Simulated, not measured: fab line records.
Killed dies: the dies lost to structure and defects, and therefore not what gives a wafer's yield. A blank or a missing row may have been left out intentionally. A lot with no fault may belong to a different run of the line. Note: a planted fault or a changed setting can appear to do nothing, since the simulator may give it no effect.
The tool behind it: which one? / flow gf180mcu / 14 lots, 42 wafers sampled, at 5 steps of a route of 602

WHAT EACH GAUGE READ, for each wafer
GF_VT_IMPLANT_TW_MEAS_21.
lot=L160; measured=day 7 02:08; on=film metro-01; VT_IMPLANT_2_TW=1220 1228 1225
lot=L161; measured=day 7 11:20; on=film metro-02; VT_IMPLANT_2_TW=1210 1218 1214
lot=L162; measured=day 7 13:10; on=film metro-01; VT_IMPLANT_2_TW=1224 1217 1217
lot=L167; measured=day 8 12:58; on=film metro-04; VT_IMPLANT_2_TW=1210 1213 1220
lot=L166; measured=day 8 14:47; on=film metro-01; VT_IMPLANT_2_TW=1228 1232 1224
lot=L168; measured=day 8 16:38; on=film metro-01; VT_IMPLANT_2_TW=1233 1231 1238
lot=L169; measured=day 8 23:24; on=film metro-04; VT_IMPLANT_2_TW=1218 1213 1217
lot=L170; measured=day 9 04:05; on=film metro-04; VT_IMPLANT_2_TW=1212 1207 1204
lot=L171; measured=day 9 10:08; on=film metro-01; VT_IMPLANT_2_TW=1226 1224 1224
lot=L172; measured=day 9 16:29; on=film metro-01; VT_IMPLANT_2_TW=1217 1217 1219
lot=L175; measured=day 10 10:56; on=film metro-02; VT_IMPLANT_2_TW=1230 1226 1219
lot=L177; measured=day 10 20:02; on=film metro-01; VT_IMPLANT_2_TW=1223 1217 1219
lot=L180; measured=day 11 16:32; on=film metro-01; VT_IMPLANT_2_TW=1223 1225 1232
lot=L181; measured=day 11 20:50; on=film metro-02; VT_IMPLANT_2_TW=1231 1228 1230

GF_VT_IMPLANT_OVL_MEAS_29.
lot=L160; measured=day 7 17:37; on=overlay-02; VT_IMPLANT_02_OVL (nm)=-1.2 -0.9 0.4
lot=L161; measured=day 8 04:06; on=overlay-02; VT_IMPLANT_02_OVL (nm)=0.1 -0.4 0.2
lot=L162; measured=day 8 04:23; on=overlay-01; VT_IMPLANT_02_OVL (nm)=-1.9 0.6 -2.0
lot=L167; measured=day 9 04:23; on=overlay-01; VT_IMPLANT_02_OVL (nm)=-0.4 0.3 -1.6
lot=L166; measured=day 9 06:41; on=overlay-01; VT_IMPLANT_02_OVL (nm)=-1.8 0.2 0.3
lot=L168; measured=day 9 07:53; on=overlay-02; VT_IMPLANT_02_OVL (nm)=-0.4 1.3 0.7
lot=L169; measured=day 9 15:11; on=overlay-01; VT_IMPLANT_02_OVL (nm)=0.3 -1.3 -1.8
lot=L170; measured=day 9 21:00; on=overlay-01; VT_IMPLANT_02_OVL (nm)=-0.9 -1.0 0.6
lot=L171; measured=day 10 03:32; on=overlay-01; VT_IMPLANT_02_OVL (nm)=-1.3 -1.7 -0.8
lot=L172; measured=day 10 09:42; on=overlay-01; VT_IMPLANT_02_OVL (nm)=-0.8 1.0 1.2
lot=L175; measured=day 11 04:37; on=overlay-01; VT_IMPLANT_02_OVL (nm)=-0.6 -0.8 0.9
lot=L177; measured=day 11 13:45; on=overlay-01; VT_IMPLANT_02_OVL (nm)=-1.8 1.6 0.4
lot=L180; measured=day 12 11:15; on=overlay-01; VT_IMPLANT_02_OVL (nm)=0.2 0.2 0.4
lot=L181; measured=day 12 15:27; on=overlay-02; VT_IMPLANT_02_OVL (nm)=-0.3 -0.1 0.5

GF_DUAL_GATE_THK_MEAS_03.
lot=L160; measured=day 8 14:28; on=film metro-01; DUAL_GATE_OXIDATION_00_THK (nm)=10.96 10.82 10.80
lot=L161; measured=day 8 22:37; on=film metro-04; DUAL_GATE_OXIDATION_00_THK (nm)=11.41 11.23 11.44
lot=L162; measured=day 9 00:02; on=film metro-04; DUAL_GATE_OXIDATION_00_THK (nm)=10.86 10.79 11.03
lot=L167; measured=day 10 00:27; on=film metro-04; DUAL_GATE_OXIDATION_00_THK (nm)=10.91 10.80 10.97
lot=L166; measured=day 10 04:02; on=film metro-04; DUAL_GATE_OXIDATION_00_THK (nm)=11.17 11.01 11.01
lot=L168; measured=day 10 05:28; on=film metro-04; DUAL_GATE_OXIDATION_00_THK (nm)=11.14 11.18 11.00
lot=L169; measured=day 10 11:58; on=film metro-03; DUAL_GATE_OXIDATION_00_THK (nm)=11.08 11.06 11.01
lot=L170; measured=day 10 19:53; on=film metro-04; DUAL_GATE_OXIDATION_00_THK (nm)=18.06 17.83 17.81
lot=L171; measured=day 11 00:08; on=film metro-04; DUAL_GATE_OXIDATION_00_THK (nm)=10.84 10.78 10.67
lot=L172; measured=day 11 06:30; on=film metro-04; DUAL_GATE_OXIDATION_00_THK (nm)=10.93 11.04 11.04
lot=L175; measured=day 12 03:44; on=film metro-04; DUAL_GATE_OXIDATION_00_THK (nm)=17.34 17.61 17.48
lot=L177; measured=day 12 13:58; on=film metro-01; DUAL_GATE_OXIDATION_00_THK (nm)=17.46 17.37 17.11
lot=L180; measured=day 13 11:53; on=film metro-03; DUAL_GATE_OXIDATION_00_THK (nm)=10.57 10.63 10.63
lot=L181; measured=day 13 14:28; on=film metro-01; DUAL_GATE_OXIDATION_00_THK (nm)=10.82 10.82 10.82

GF_POLY_GATE_OVL_MEAS_11.
lot=L160; measured=day 10 02:22; on=overlay-02; POLY_GATE_OVL (nm)=-7 -7 -2
lot=L161; measured=day 10 11:04; on=overlay-01; POLY_GATE_OVL (nm)=8 4 1
lot=L162; measured=day 10 13:05; on=overlay-01; POLY_GATE_OVL (nm)=-5 -2 -6
lot=L167; measured=day 11 15:16; on=overlay-02; POLY_GATE_OVL (nm)=-10 -11 -3
lot=L166; measured=day 11 19:43; on=overlay-01; POLY_GATE_OVL (nm)=1 -6 -1
lot=L168; measured=day 11 20:58; on=overlay-01; POLY_GATE_OVL (nm)=5 2 5
lot=L169; measured=day 12 04:22; on=overlay-02; POLY_GATE_OVL (nm)=-7 -6 -3
lot=L170; measured=day 12 10:52; on=overlay-01; POLY_GATE_OVL (nm)=-8 -4 -9
lot=L171; measured=day 12 16:55; on=overlay-02; POLY_GATE_OVL (nm)=-1 -1 -1
lot=L172; measured=day 12 23:16; on=overlay-01; POLY_GATE_OVL (nm)=-3 -10 -9
lot=L175; measured=day 13 22:52; on=overlay-01; POLY_GATE_OVL (nm)=0 0 6
lot=L177; measured=day 14 09:10; on=overlay-01; POLY_GATE_OVL (nm)=-1 -7 1
lot=L180; measured=day 15 07:50; on=overlay-01; POLY_GATE_OVL (nm)=-7 -9 -11
lot=L181; measured=day 15 12:52; on=overlay-02; POLY_GATE_OVL (nm)=-1 2 2

WHICH TOOL RAN EACH LOT (tool, then ch and the chambers of the sampled wafers, then the start)
lot=L160; GF_DUAL_GATE_OXIDATION_02=furnace-02 ch 0, day 8 13:01
lot=L161; GF_DUAL_GATE_OXIDATION_02=furnace-02 ch 0, day 8 21:09
lot=L162; GF_DUAL_GATE_OXIDATION_02=furnace-02 ch 0, day 8 22:36
lot=L167; GF_DUAL_GATE_OXIDATION_02=furnace-01 ch 0, day 9 23:01
lot=L166; GF_DUAL_GATE_OXIDATION_02=furnace-02 ch 0, day 10 02:35
lot=L168; GF_DUAL_GATE_OXIDATION_02=furnace-02 ch 0, day 10 04:02
lot=L169; GF_DUAL_GATE_OXIDATION_02=furnace-02 ch 0, day 10 10:31
lot=L170; GF_DUAL_GATE_OXIDATION_02=furnace-02 ch 0, day 10 15:52
lot=L171; GF_DUAL_GATE_OXIDATION_02=furnace-01 ch 0, day 10 22:41
lot=L172; GF_DUAL_GATE_OXIDATION_02=furnace-02 ch 0, day 11 05:03
lot=L175; GF_DUAL_GATE_OXIDATION_02=furnace-02 ch 0, day 12 00:11 and furnace-01 ch 0, day 12 02:17
lot=L177; GF_DUAL_GATE_OXIDATION_02=furnace-02 ch 0, day 12 09:52 and furnace-01 ch 0, day 12 12:31
lot=L180; GF_DUAL_GATE_OXIDATION_02=furnace-01 ch 0, day 13 10:26
lot=L181; GF_DUAL_GATE_OXIDATION_02=furnace-01 ch 0, day 13 13:01
- GF_DUAL_GATE_OXIDATION_02: stabilise 600 s, purge 300 s, target thk 10.887 nm.

WHAT THE TOOLS THEMSELVES READ (means of the sampled wafers that have a number; where no wafer has one, the mark that the record gives instead)
GF_DUAL_GATE_OXIDATION_02.
lot=L160; tool=furnace-02; spike tc bottom C (C)=920; tube center temp C (C)=900; zone power top pct (%)=35.6
lot=L161; tool=furnace-02; spike tc bottom C (C)=920; tube center temp C (C)=900; zone power top pct (%)=35.4
lot=L162; tool=furnace-02; spike tc bottom C (C)=919; tube center temp C (C)=900; zone power top pct (%)=35.4
lot=L167; tool=furnace-01; spike tc bottom C (C)=911; tube center temp C (C)=900; zone power top pct (%)=35.7
lot=L166; tool=furnace-02; spike tc bottom C (C)=920; tube center temp C (C)=900; zone power top pct (%)=35.3
lot=L168; tool=furnace-02; spike tc bottom C (C)=920; tube center temp C (C)=900; zone power top pct (%)=35.3
lot=L169; tool=furnace-02; spike tc bottom C (C)=920; tube center temp C (C)=900; zone power top pct (%)=35.4
lot=L170; tool=furnace-02; spike tc bottom C (C)=920; tube center temp C (C)=900; zone power top pct (%)=35.8
lot=L171; tool=furnace-01; spike tc bottom C (C)=909; tube center temp C (C)=900; zone power top pct (%)=35.7
lot=L172; tool=furnace-02; spike tc bottom C (C)=920; tube center temp C (C)=900; zone power top pct (%)=35.9
lot=L175; tool=furnace-02/furnace-01; spike tc bottom C (C)=916; tube center temp C (C)=900; zone power top pct (%)=35.8
lot=L177; tool=furnace-02/furnace-01; spike tc bottom C (C)=916; tube center temp C (C)=900; zone power top pct (%)=35.8
lot=L180; tool=furnace-01; spike tc bottom C (C)=910; tube center temp C (C)=900; zone power top pct (%)=35.9
lot=L181; tool=furnace-01; spike tc bottom C (C)=910; tube center temp C (C)=900; zone power top pct (%)=35.7

THE ANSWER, worked out from the rows above alone
Rule: what is usual is taken from the lots themselves. The widest of any qualifying gaps counts: lots, ordered by their means at a reading, are off when they make up no more than a third of the lots, leave a main group of 4 or more, and stand apart from it by 3 or more times the standard deviation of that group's means. Not used: any main group whose means are identical at the precision the tables above print for the reading. Also off: a lot with no number at a reading for which 4 or more lots have one. Any other lot the step has rows for is counted as sound. Order of review: gauges by route order, followed by the tools' own readings, for which a lot's mean as printed above is used. At the first step where some lot is off, the reading lying furthest off is the one used; lots without a number count as furthest.
Off: L170, L175, L177, seen at GF_DUAL_GATE_THK_MEAS_03 (DUAL_GATE_OXIDATION_00_THK). The main group: mean 10.95 nm, standard deviation 0.19.
If a tool, at a process step before that reading, ran all the lots that are off and no sound lot after the first of them, it fits. Those tools and the gauges at GF_DUAL_GATE_THK_MEAS_03 are tried in the same way. Not one of the candidates tried fits.

WHAT THE SIMULATOR HAD PUT IN
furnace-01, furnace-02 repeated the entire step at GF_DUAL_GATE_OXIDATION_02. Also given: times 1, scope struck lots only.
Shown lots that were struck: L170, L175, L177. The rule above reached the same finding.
